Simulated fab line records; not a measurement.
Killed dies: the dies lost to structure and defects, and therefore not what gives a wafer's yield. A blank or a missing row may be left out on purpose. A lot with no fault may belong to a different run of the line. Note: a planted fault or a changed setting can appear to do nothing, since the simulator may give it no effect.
Which tool did it? :: flow gf180mcu :: 6 lots with 18 wafers sampled at 2 steps, on a route of 602 steps

== WHAT EACH GAUGE READ, for each wafer ==
GF_HV_LDD_TW_MEAS_23.
lot: L585
measured: day 11 20:52
on: film-metro-01
HV_LDD_2_TW: 1061 1058 1059

lot: L588
measured: day 12 11:10
on: film-metro-01
HV_LDD_2_TW: 1059 1048 1054

lot: L594
measured: day 14 13:25
on: film-metro-04
HV_LDD_2_TW: 987 989 986

lot: L597
measured: day 15 08:09
on: film-metro-01
HV_LDD_2_TW: 1056 1053 1046

lot: L602
measured: day 17 00:29
on: film-metro-04
HV_LDD_2_TW: 1062 1066 1061

lot: L604
measured: day 17 17:31
on: film-metro-01
HV_LDD_2_TW: 1064 1060 1064

== TOOL THAT RAN EACH LOT (tool first, then ch and the chambers of the sampled wafers, then the start) ==
lot: L585
GF_HV_LDD_IMPLANT_21: implanter-01 ch 0, day 11 20:37

lot: L588
GF_HV_LDD_IMPLANT_21: implanter-01 ch 0, day 12 10:56

lot: L594
GF_HV_LDD_IMPLANT_21: implanter-01 ch 0, day 14 13:13

lot: L597
GF_HV_LDD_IMPLANT_21: implanter-02 ch 0, day 15 07:54

lot: L602
GF_HV_LDD_IMPLANT_21: implanter-04 ch 0, day 17 00:14

lot: L604
GF_HV_LDD_IMPLANT_21: implanter-02 ch 0, day 17 17:17
- GF_HV_LDD_IMPLANT_21

== THE ANSWER, worked out from the rows above alone ==
Rule: the usual values come from the lots themselves. The widest of any qualifying gaps counts: lots, ordered by their means at a reading, are off when they make up no more than a third of the lots, leave a main group of 4 or more, and stand apart from it by 3 or more times the standard deviation of that group's means. The tables above print the reading to a certain number of digits; a main group whose means all agree to those digits is not used. A lot without any number at a reading at which 4 lots or more have one is off too. All remaining lots with rows at the step are treated as sound.
Off: L594, at GF_HV_LDD_TW_MEAS_23 (HV_LDD_2_TW). Main group: mean 1058, sd 4.6.
A tool fits if, at a process step before that reading, it ran every lot that is off, and no sound lot after the first of them. Those tools and the gauges at GF_HV_LDD_TW_MEAS_23 are tried in the same way. One fits: implanter-01 at GF_HV_LDD_IMPLANT_21. A fault onset in the window from L588 (day 12 10:56, its last sound lot) to L594 (day 14 13:13, its first lot off) fits.

== WHAT WAS PUT IN BY THE SIMULATOR ==
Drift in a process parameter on implanter-01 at GF_HV_LDD_IMPLANT_21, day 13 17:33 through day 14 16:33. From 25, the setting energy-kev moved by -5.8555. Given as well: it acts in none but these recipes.
Struck lots among those shown: L594. The rule above found the same.
